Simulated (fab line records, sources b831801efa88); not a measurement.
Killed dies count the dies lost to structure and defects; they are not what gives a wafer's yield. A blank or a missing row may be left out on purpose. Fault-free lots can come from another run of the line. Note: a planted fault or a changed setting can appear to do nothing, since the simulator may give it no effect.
fab line records	flow gf180mcu
record lots=11	wafers=33	lastDay=34
route steps=602 shown HV_LDD@187 CONTACT@310 V1@357
lots that met no fault: taken from a fault-free run of the same line
startH: hours from the record's opening day to when the first of the lot's shown wafers began	waitH: hours from the lot's prior step to this one	" repeats the value in the row above	L1.1+2: a row that stands for several wafers	- no value present, or no start provided	* or withheld: withheld	< > ~ a bound
route shown NAME@n: NAME is a module with steps in the file, n the number in the route of the first one	usual: the fault-free wafers' mean and standard deviation	same: alike in all rows	chamber/n: place in a boat	sites: per-site readings	_std_site: standard deviation of those values	_edge_site: the outer-site mean with the inner-site mean subtracted	radiusMm: how far each site lies from the wafer's centre	mask NAME#n: copy n	behind: the tool/chamber that last shaped the wafer	hold: cause of the lot's hold/its duration in hours/its outcome	device: names the non-switching transistor (n, p or np)	end of line: the tests these same wafers got at the end of their route	a step without rows: its recipe alone	killed: dies that structure and defects cost at the first sort, which is not the same as the wafer's yield	map: a wafer's dies, x killed, . not, _ none there
set.NAME: the setting the step ran with; set.NAME@STEP: the setting that earlier step ran with	model.NAME: the simulator's own value behind a step, which no gauge read
steps of the route over a sample of lots; a table a step, a row a wafer
services: from which hour (startH, from the record's first day; less than 0 if before it) a tool's chamber was out of use, for how many hours, and why
## steps
# step GF_HV_LDD_TW_MEAS_11
# usual HV_LDD_TW=2401/13
lot.wafer	tool	chamber	startH	waitH	HV_LDD_TW
L336.4	filmMetro-02	-	217.12	0.1	2402
L336.5	"	-	"	"	2405
L336.6	"	-	"	"	2404
L339.1	filmMetro-02	-	241.94	0.1	2408
L339.4	"	-	"	"	2401
L339.5	"	-	"	"	2405
L343.1	filmMetro-03	-	268.33	0.1	2396
L343.5	"	-	"	"	2409
L343.6	"	-	"	"	2405
L344.2	filmMetro-03	-	273.78	0.1	2408
L344.3	"	-	"	"	2409
L344.5	"	-	"	"	2426
L346.2	filmMetro-02	-	293.42	0.1	2419
L346.3	"	-	"	"	2426
L346.6	"	-	"	"	2425
L348.2	filmMetro-03	-	308.32	0.1	2389
L348.3	"	-	"	"	2377
L348.6	"	-	"	"	2382
L353.1	filmMetro-02	-	340.50	0.1	2413
L353.2	"	-	"	"	2414
L353.6	"	-	"	"	2403
L354.2	filmMetro-04	-	346.72	0.1	2411
L354.4	"	-	"	"	2420
L354.5	"	-	"	"	2412
L355.3	filmMetro-04	-	356.35	0.1	2411
L355.4	"	-	"	"	2415
L355.6	"	-	"	"	2409
L358.3	filmMetro-02	-	380.50	0.1	2406
L358.5	"	-	"	"	2413
L358.6	"	-	"	"	2410
L359.1	filmMetro-04	-	383.23	0.1	2402
L359.4	"	-	"	"	2396
L359.5	"	-	"	"	2386
# step GF_CONTACT_SPUTTER_23
# recipe material=TiN	targetThkNm=10	chamberPressurePa=5	powerW=4000	timeS=40
# usual chamberPressurePa=5.000/0.0096	throttleValvePct=29.8/0.97
# same timeS=40
lot.wafer	tool	chamber	startH	waitH	chamberPressurePa	throttleValvePct
L336.4	pvdSputter-03	-	363.79	0.0	5.014	29.9
L336.5	"	-	"	"	5.003	30.1
L336.6	"	-	"	"	5.001	29.7
L339.1	pvdSputter-03	-	392.43	0.0	5.017	29.7
L339.4	"	-	"	"	5.002	29.9
L339.5	"	-	"	"	5.012	29.9
L343.1	pvdSputter-04	-	425.36	0.0	4.993	29.3
L343.5	"	-	"	"	5.015	29.6
L343.6	"	-	"	"	4.997	29.1
L344.2	pvdSputter-03	-	434.60	0.0	5.005	28.1
L344.3	"	-	"	"	5.010	30.3
L344.5	"	-	"	"	5.007	30.3
L346.2	pvdSputter-03	-	457.75	0.0	4.994	30.5
L346.3	"	-	"	"	5.004	29.9
L346.6	"	-	"	"	4.980	30.3
L348.2	pvdSputter-02	-	476.44	0.0	5.014	28.6
L348.3	"	-	"	"	4.995	31.8
L348.6	"	-	"	"	5.013	28.6
L353.1	pvdSputter-04	-	511.99	0.0	5.009	29.5
L353.2	"	-	"	"	4.988	29.5
L353.6	"	-	"	"	4.996	29.7
L354.2	pvdSputter-04	-	518.54	0.0	4.989	29.6
L354.4	"	-	"	"	4.998	28.8
L354.5	"	-	"	"	5.010	29.6
L355.3	pvdSputter-04	-	527.91	0.0	5.001	29.6
L355.4	"	-	"	"	5.003	29.1
L355.6	"	-	"	"	5.007	29.4
L358.3	pvdSputter-02	-	554.25	0.0	5.006	31.2
L358.5	"	-	"	"	4.983	30.2
L358.6	"	-	"	"	4.994	31.8
L359.1	pvdSputter-02	-	555.32	0.0	5.011	28.2
L359.4	"	-	"	"	4.986	30.3
L359.5	"	-	"	"	5.001	28.5
# step GF_CONTACT_CVD_24
# recipe material=W	targetThkNm=300	timeS=90.339	tempC=400	pressureTorr=40
# usual heaterPowerOuterW=530/25	heaterPowerW=857/35	susceptorTempC=399.98/0.22
# same timeS=90.339
lot.wafer	tool	chamber	startH	waitH	heaterPowerOuterW	heaterPowerW	sinceWetCleanH	susceptorTempC
L336.4	cvdW-01	1	363.87	0.1	514	876	-	400.31
L336.5	"	0	"	"	545	836	-	399.96
L336.6	"	1	"	"	509	890	-	399.91
L339.1	cvdW-01	0	392.47	0.0	559	798	488	400.04
L339.4	"	0	"	"	554	820	-	400.23
L339.5	"	0	"	"	553	827	-	400.37
L343.1	cvdW-01	1	425.40	0.0	538	887	521	400.25
L343.5	"	0	"	"	564	852	-	399.95
L343.6	"	1	"	"	523	900	-	400.09
L344.2	cvdW-01	1	434.64	0.0	527	910	531	399.90
L344.3	"	1	"	"	523	903	-	399.90
L344.5	"	1	"	"	521	886	-	400.15
L346.2	cvdW-02	1	457.78	0.0	542	881	54	400.13
L346.3	"	0	"	"	503	812	-	399.72
L346.6	"	1	"	"	548	873	-	400.00
L348.2	cvdW-01	0	476.48	0.0	559	824	572	400.14
L348.3	"	0	"	"	557	824	-	400.21
L348.6	"	0	"	"	550	836	-	400.17
L353.1	cvdW-01	0	512.03	0.0	651	968	608	425.57
L353.2	"	1	"	"	617	1065	608	425.21
L353.6	"	1	"	"	629	1053	-	424.89
L354.2	cvdW-01	1	518.58	0.0	632	1058	615	425.23
L354.4	"	1	"	"	615	1056	-	425.27
L354.5	"	0	"	"	676	978	-	425.23
L355.3	cvdW-02	0	527.98	0.1	489	833	-	399.95
L355.4	"	1	"	"	569	870	-	399.99
L355.6	"	0	"	"	487	817	-	400.10
L358.3	cvdW-02	1	554.32	0.1	559	900	-	400.24
L358.5	"	0	"	"	504	839	-	400.10
L358.6	"	1	"	"	542	888	-	399.86
L359.1	cvdW-02	0	555.36	0.0	479	817	151	399.91
L359.4	"	0	"	"	493	819	-	399.86
L359.5	"	0	"	"	499	809	-	400.08
# step GF_CONTACT_RS_MEAS_25
# recipe thkMeasGauge=four-point-probe	reads=W_of_CONTACT_CVD_24+TiN_of_CONTACT_SPUTTER_23+Ti_of_CONTACT_SPUTTER_22
# usual CONTACT_W_RS=0.383/0.0044
lot.wafer	tool	chamber	startH	waitH	CONTACT_W_RS[ohm/sq]
L336.4	filmMetro-03	-	363.99	0.1	0.380
L336.5	"	-	"	"	0.380
L336.6	"	-	"	"	0.381
L339.1	filmMetro-02	-	392.57	0.1	0.388
L339.4	"	-	"	"	0.384
L339.5	"	-	"	"	0.389
L343.1	filmMetro-04	-	425.50	0.1	0.377
L343.5	"	-	"	"	0.375
L343.6	"	-	"	"	0.379
L344.2	filmMetro-02	-	434.76	0.1	0.387
L344.3	"	-	"	"	0.386
L344.5	"	-	"	"	0.391
L346.2	filmMetro-03	-	457.90	0.1	0.382
L346.3	"	-	"	"	0.386
L346.6	"	-	"	"	0.381
L348.2	filmMetro-02	-	476.60	0.1	0.380
L348.3	"	-	"	"	0.380
L348.6	"	-	"	"	0.378
L353.1	filmMetro-02	-	512.13	0.1	0.246
L353.2	"	-	"	"	0.245
L353.6	"	-	"	"	0.244
L354.2	filmMetro-03	-	518.70	0.1	0.244
L354.4	"	-	"	"	0.241
L354.5	"	-	"	"	0.242
L355.3	filmMetro-02	-	528.09	0.1	0.382
L355.4	"	-	"	"	0.382
L355.6	"	-	"	"	0.382
L358.3	filmMetro-04	-	554.43	0.1	0.381
L358.5	"	-	"	"	0.387
L358.6	"	-	"	"	0.382
L359.1	filmMetro-04	-	555.56	0.2	0.380
L359.4	"	-	"	"	0.386
L359.5	"	-	"	"	0.387
# step GF_CONTACT_THK_MEAS_26
# recipe thkMeasGauge=xrf	reads=W_of_CONTACT_CVD_24
# usual CONTACT_W_THK=298/3.9
lot.wafer	tool	chamber	startH	waitH	CONTACT_W_THK[nm]
L336.4	filmMetro-03	-	364.08	0.1	301
L336.5	"	-	"	"	303
L336.6	"	-	"	"	301
L339.1	filmMetro-02	-	392.69	0.1	295
L339.4	"	-	"	"	298
L339.5	"	-	"	"	295
L343.1	filmMetro-04	-	425.62	0.1	302
L343.5	"	-	"	"	303
L343.6	"	-	"	"	299
L344.2	filmMetro-02	-	434.87	0.1	292
L344.3	"	-	"	"	292
L344.5	"	-	"	"	289
L346.2	filmMetro-03	-	458.01	0.1	296
L346.3	"	-	"	"	296
L346.6	"	-	"	"	297
L348.2	filmMetro-02	-	476.71	0.1	298
L348.3	"	-	"	"	301
L348.6	"	-	"	"	300
L353.1	filmMetro-02	-	512.25	0.1	460
L353.2	"	-	"	"	461
L353.6	"	-	"	"	462
L354.2	filmMetro-03	-	518.81	0.1	466
L354.4	"	-	"	"	475
L354.5	"	-	"	"	470
L355.3	filmMetro-02	-	528.19	0.1	298
L355.4	"	-	"	"	297
L355.6	"	-	"	"	298
L358.3	filmMetro-04	-	554.53	0.1	297
L358.5	"	-	"	"	293
L358.6	"	-	"	"	296
L359.1	filmMetro-04	-	555.68	0.1	297
L359.4	"	-	"	"	295
L359.5	"	-	"	"	291
# step GF_CONTACT_CMP_27
# recipe stopOn=SiO2	downForcePsi=3.5	platenRpm=60	tOverpolishS=15	targetThkNm=0	padVelocityMS=0.94248
# usual motorCurrentA=10.9/0.55	timeToEndpointS=75/3.5
lot.wafer	tool	chamber	startH	waitH	motorCurrentA	timeToEndpointS
L336.4	cmp-01	0	364.26	0.2	11.1	82
L336.5	"	1	"	"	11.4	74
L336.6	"	2	"	"	9.9	81
L339.1	cmp-02	0	392.75	0.1	11.2	80
L339.4	"	3	"	"	10.9	77
L339.5	"	0	"	"	11.1	79
L343.1	cmp-02	2	425.68	0.1	11.9	79
L343.5	"	2	"	"	11.4	79
L343.6	"	3	"	"	11.7	70
L344.3	cmp-02	1	434.97	0.1	10.8	76
L344.2	"	3	"	"	11.2	71
L344.5	"	0	"	"	11.0	73
L346.3	cmp-01	3	458.16	0.1	9.9	72
L346.2	"	0	"	"	10.0	77
L346.6	"	2	"	"	10.4	77
L348.3	cmp-01	1	476.81	0.1	11.2	69
L348.2	"	3	"	"	10.3	66
L348.6	"	0	"	"	10.6	72
L353.1	cmp-02	0	512.36	0.1	11.3	117
L353.2	"	2	"	"	11.9	122
L353.6	"	0	"	"	11.1	121
L354.4	cmp-02	0	518.86	0.0	11.5	118
L354.2	"	3	"	"	11.9	110
L354.5	"	1	"	"	10.2	117
L355.3	cmp-02	3	528.28	0.1	10.7	73
L355.4	"	1	"	"	10.6	75
L355.6	"	3	"	"	10.9	72
L358.3	cmp-01	3	554.62	0.1	10.3	70
L358.6	"	2	"	"	10.0	77
L358.5	"	3	"	"	9.9	71
L359.4	cmp-01	3	555.79	0.1	10.0	66
L359.1	"	1	"	"	11.3	71
L359.5	"	3	"	"	9.8	66
# step GF_V1_SPUTTER_22
# recipe material=TiN	targetThkNm=10	chamberPressurePa=5	powerW=4000	timeS=40
# usual chamberPressurePa=5.002/0.0093	throttleValvePct=30.0/0.95
# same timeS=40
lot.wafer	tool	chamber	startH	waitH	chamberPressurePa	throttleValvePct
L336.4	pvdSputter-03	-	412.89	0.0	4.995	29.8
L336.5	"	-	"	"	5.003	28.5
L336.6	"	-	"	"	4.988	30.2
L339.1	pvdSputter-01	-	443.32	0.0	4.993	32.0
L339.4	"	-	"	"	5.013	30.1
L339.5	"	-	"	"	5.014	30.2
L343.1	pvdSputter-03	-	478.01	0.0	5.015	29.8
L343.5	"	-	"	"	4.994	29.7
L343.6	"	-	"	"	5.006	30.5
L344.2	pvdSputter-01	-	486.15	0.0	4.989	30.4
L344.3	"	-	"	"	4.993	32.0
L344.5	"	-	"	"	4.995	30.5
L346.2	pvdSputter-01	-	509.44	0.0	5.007	30.1
L346.3	"	-	"	"	5.027	30.6
L346.6	"	-	"	"	5.018	30.3
L348.2	pvdSputter-04	-	526.48	0.0	4.994	29.8
L348.3	"	-	"	"	5.014	29.0
L348.6	"	-	"	"	5.016	29.8
L353.1	pvdSputter-03	-	560.62	0.0	5.004	29.9
L353.2	"	-	"	"	4.993	30.3
L353.6	"	-	"	"	5.000	29.9
L354.2	pvdSputter-04	-	566.75	0.0	5.011	29.9
L354.4	"	-	"	"	4.990	29.3
L354.5	"	-	"	"	5.005	29.7
L355.3	pvdSputter-01	-	575.42	0.0	4.993	32.1
L355.4	"	-	"	"	5.001	29.9
L355.6	"	-	"	"	5.008	30.0
L358.3	pvdSputter-01	-	600.33	0.0	4.988	30.3
L358.5	"	-	"	"	4.993	30.1
L358.6	"	-	"	"	5.003	29.9
L359.1	pvdSputter-03	-	600.66	0.0	4.992	29.6
L359.4	"	-	"	"	5.005	28.5
L359.5	"	-	"	"	4.980	29.7
## services
tool	chamber	startH	hours	kind
pvdSputter-02	-	349.15	0.5	repair
cmp-01	-	350.66	1.2	repair
cmp-02	-	370.57	0.8	repair
pvdSputter-02	-	376.27	3.3	repair
cmp-01	-	383.41	6.5	pm
cvdW-02	-	390.00	14.0	pm
pvdSputter-02	-	395.47	3.2	repair
cvdW-02	-	404.00	6.0	pm
cmp-02	-	404.07	4.0	pm
cmp-01	-	423.13	13.7	pm
cvdW-01	-	454.95	4.3	pm
cvdW-01	-	480.54	6.9	pm
pvdSputter-03	-	484.68	16.4	repair
cmp-02	-	485.75	0.8	repair
cmp-01	-	503.68	1.7	repair
cmp-01	-	518.11	0.5	repair
cvdW-02	-	528.68	0.7	repair
cmp-01	-	541.71	2.8	repair
pvdSputter-03	-	544.55	9.9	repair
cvdW-02	1	554.85	13.3	repair
cvdW-02	0	558.57	25.5	repair
cvdW-01	-	570.38	2.1	repair
cmp-01	-	572.00	4.0	pm
cmp-01	-	588.35	0.2	repair
## key
firstSign step=GF_CONTACT_CVD_24	reading=susceptorTempC	direction=up	sigmas=99+	usual=*	struck=*
effect step=GF_CONTACT_CVD_24	reading=heaterPowerW	direction=up	sigmas=4.9	usual=857	struck=1030
effect step=GF_CONTACT_RS_MEAS_25	reading=CONTACT_W_RS	direction=down	sigmas=32	usual=0.383	struck=0.244
effect step=GF_CONTACT_THK_MEAS_26	reading=CONTACT_W_THK	direction=up	sigmas=43	usual=298	struck=466
effect step=GF_CONTACT_CMP_27	reading=timeToEndpointS	direction=up	sigmas=12	usual=*	struck=*
metAt GF_CONTACT_CVD_24
struckLots L353,L354
testerLeftOut L353,L354
notActingAt GF_HV_LDD_TW_MEAS_11,GF_CONTACT_SPUTTER_23,GF_V1_SPUTTER_22
onsetBetween 476.48 512.03
fault kind=processParameterDrift	tool=cvdW-01	chamber=-	onsetH=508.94	steps=GF_CONTACT_CVD_24	channel=tempC	offset=*	shape=step	endH=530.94	actsIn=*	stated=*
# testerLeftOut: of these lots the tester's yield and bins aren't shown, on N5 and GAA mostly nor the transistor test; their killed dies are dies lost to structure and defects alone, not to doping, threshold or leakage, so they don't give the yield
